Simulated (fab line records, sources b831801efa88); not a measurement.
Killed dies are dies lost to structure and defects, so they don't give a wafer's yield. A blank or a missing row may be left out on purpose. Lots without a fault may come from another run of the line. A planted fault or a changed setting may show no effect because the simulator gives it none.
A struck lot beside a sound one | flow sky130 | 42 steps out of a route of 708
Sound: wafers L919.1, L919.2, L919.3. Struck: wafer L930.2. (L930.1, L930.6 of the same lot were not struck and are left out.) The cause comes at the end.
At each step with rows: each side's tool, then ch and its chambers, then its first start. Under that, the readings that differ: sound wafers | struck wafers | difference of the means | sigmas: that difference in standard deviations of wafers without a fault.
alike: readings whose means differ by less than 2 such deviations, and words and numbers that are the same on both sides. not compared: withheld readings, readings that some wafer has no value for, bounds like >300 that may hide the same value, and numbers for which the record gives no deviation and whose values overlap.
The two part at a step that has a row with sigmas, a row that says differs or no value, or rows on one side only. Numbers that don't overlap but have no deviation are shown without sigmas and don't part them. A reading that every wafer of one side lacks parts them only if that side has two wafers or more.

first, 4 steps without rows for these wafers: SKY_PWDE_SOFTBAKE_03; SKY_PWDE_EXPOSE_04 (exposes mask PWDEM, target cd 840 nm); SKY_PWDE_PEB_05; SKY_PWDE_DEVELOP_06 (develop time 60 s).
SKY_PWDE_OVL_MEAS_07:
  sound on overlay-02, day 5 15:23; struck on overlay-01, day 8 10:55
  alike: PWDE_OVL
then, 1 step without rows for these wafers: SKY_PWDE_IMPLANT_08.
SKY_PWDE_STRIP_09: strips in O2/N2.
  sound on plasma_asher-01 ch 0,1, day 5 15:34; struck on plasma_asher-01 ch 0, day 8 11:07
  alike: drypump_motor_current_A, oes_product_au, strip_time_to_endpoint_s
  not compared: rf_hours_counter_h
SKY_PWDE_TW_MEAS_10:
  sound on film_metro-02, day 5 15:40; struck on film_metro-03, day 8 11:13
  alike: PWDE_TW
then, 4 steps without rows for these wafers: SKY_NWELL_DEHYDRATE_03 (time 60 s); SKY_NWELL_HMDS_04 (prime time 60 s); SKY_NWELL_COAT_05 (resist thk 3000 nm); SKY_NWELL_SOFTBAKE_06.
SKY_NWELL_EXPOSE_07: exposes mask NWM, target cd 840 nm.
  sound on iline_stepper-01 ch 0, day 6 01:25; struck on iline_stepper-01 ch 0, day 8 22:05
  alike: mask, stage_vel_mm_s
then, 2 steps without rows for these wafers: SKY_NWELL_PEB_08; SKY_NWELL_DEVELOP_09 (develop time 60 s).
SKY_NWELL_OVL_MEAS_10:
  sound on overlay-02, day 6 10:34; struck on overlay-01, day 9 08:15
  alike: NWELL_00_OVL
then, 3 steps without rows for these wafers: SKY_NWELL_IMPLANT_11; SKY_NWELL_IMPLANT_12; SKY_NWELL_IMPLANT_13.
SKY_NWELL_STRIP_14: strips in O2/N2.
  sound on plasma_asher-01 ch 0,1, day 6 11:04; struck on plasma_asher-02 ch 1, day 9 08:44
  reading                     | sound       | struck | difference | sigmas
  drypump_motor_current_A (A) | 5.5 5.6 5.5 | 4.7    | -0.8       | -2
  alike: oes_product_au, strip_time_to_endpoint_s
  not compared: rf_hours_counter_h
SKY_NWELL_TW_MEAS_15:
  sound on film_metro-04, day 6 11:10; struck on film_metro-04, day 9 08:50
  alike: NWELL_TW
then, 7 steps without rows for these wafers: SKY_NWELL_DEHYDRATE_16 (time 60 s); SKY_NWELL_HMDS_17 (prime time 60 s); SKY_NWELL_COAT_18 (resist thk 3000 nm); SKY_NWELL_SOFTBAKE_19; SKY_NWELL_EXPOSE_20 (exposes mask NWM COMPLEMENT, target cd 840 nm); SKY_NWELL_PEB_21; SKY_NWELL_DEVELOP_22 (develop time 60 s).
SKY_NWELL_OVL_MEAS_23:
  sound on overlay-02, day 7 06:04; struck on overlay-02, day 10 07:25
  alike: NWELL_01_OVL
then, 1 step without rows for these wafers: SKY_NWELL_IMPLANT_24.
SKY_NWELL_STRIP_25: strips in O2/N2.
  sound on plasma_asher-04 ch 0,1, day 7 06:15; struck on plasma_asher-04 ch 0, day 10 07:41
  alike: drypump_motor_current_A, oes_product_au, strip_time_to_endpoint_s
  not compared: rf_hours_counter_h
SKY_NWELL_TW_MEAS_26:
  sound on film_metro-02, day 7 06:21; struck on film_metro-02, day 10 07:47
  alike: NWELL_2_TW
then, 1 step without rows for these wafers: SKY_NWELL_CLEAN_27 (cleans in SC1/SC2, time 150 s).
SKY_NWELL_RTA_28: time 30 s.
  sound on rtp_anneal-01 ch 0, day 7 06:28; struck on rtp_anneal-01 ch 0, day 10 07:54
  alike: lamp_power_pct, wafer_temp_C_max
SKY_NWELL_RS_MEAS_29: measures by four-point-probe.
  sound on film_metro-04, day 7 06:34; struck on film_metro-02, day 10 08:00
  alike: NWELL_RS
SKY_NWELL_RS_MEAS_31: measures by four-point-probe.
  sound on film_metro-04, day 7 06:48; struck on film_metro-02, day 10 08:14
  alike: PWDE_RS
then, 5 steps without rows for these wafers: SKY_VT_ADJUST_HVTP_DEHYDRATE_00 (time 60 s); SKY_VT_ADJUST_HVTP_HMDS_01 (prime time 60 s); SKY_VT_ADJUST_HVTP_COAT_02 (resist thk 1140 nm); SKY_VT_ADJUST_HVTP_SOFTBAKE_03 (time 60 s); SKY_VT_ADJUST_HVTP_EXPOSE_04 (exposes mask HVTPM, target cd 380 nm).
-- the record jumps here: 40 days lie between the struck wafers' starts before and after (it left off in module VT_ADJUST_HVTP and takes up again in module PAD_OPEN, whose first step shown is number 708 of the route) --
SKY_PAD_OPEN_PROBE_99:
  sound on prober-02, day 47 23:53; struck on prober-02, day 50 13:05
  reading                                     | sound                         | struck    | difference | sigmas
  model.etest.pfet_16v.r_on_ohm_um            | 1.49e+04 1.52e+04 1.49e+04    | 1.575e+04 | +7.500e+02 |
  model.etest.nfet_16v.r_on_ohm_um            | 1.425e+04 1.427e+04 1.405e+04 | 1.329e+04 | -9.000e+02 |
  model.etest.res_nwell.line_ohm_um           | 1084 1107 1099                | 972.6     | -124.1     |
  model.etest.res_nwell.width_nm (nm)         | 832.9 837.2 837.4             | 966       | +130       |
  model.etest.res_iso_pwell.width_nm (nm)     | 2650 2638 2646                | 2565      | -80        |
  model.etest.pfet_16v.drive_ua_um            | 248 244.9 247.8               | 231.5     | -15.4      |
  model.etest.iso_nwell_nwell.leak_log10_a_um | -13.43 -13.47 -13.48          | -12.62    | +0.84      |
  alike: killed_at_M0_to_M3, killed_at_M4_up, killed_at_contacts, killed_at_front_end, killed_at_other, killed_dies, killed_open, killed_short

WHERE THEY PART
Only at SKY_NWELL_STRIP_14, within this record. Later steps at which nothing parts them and some readings are alike: SKY_NWELL_TW_MEAS_15, SKY_NWELL_OVL_MEAS_23, SKY_NWELL_STRIP_25, SKY_NWELL_TW_MEAS_26, SKY_NWELL_RTA_28, SKY_NWELL_RS_MEAS_29, SKY_NWELL_RS_MEAS_31, SKY_PAD_OPEN_PROBE_99.

WHY: what the simulator had put in
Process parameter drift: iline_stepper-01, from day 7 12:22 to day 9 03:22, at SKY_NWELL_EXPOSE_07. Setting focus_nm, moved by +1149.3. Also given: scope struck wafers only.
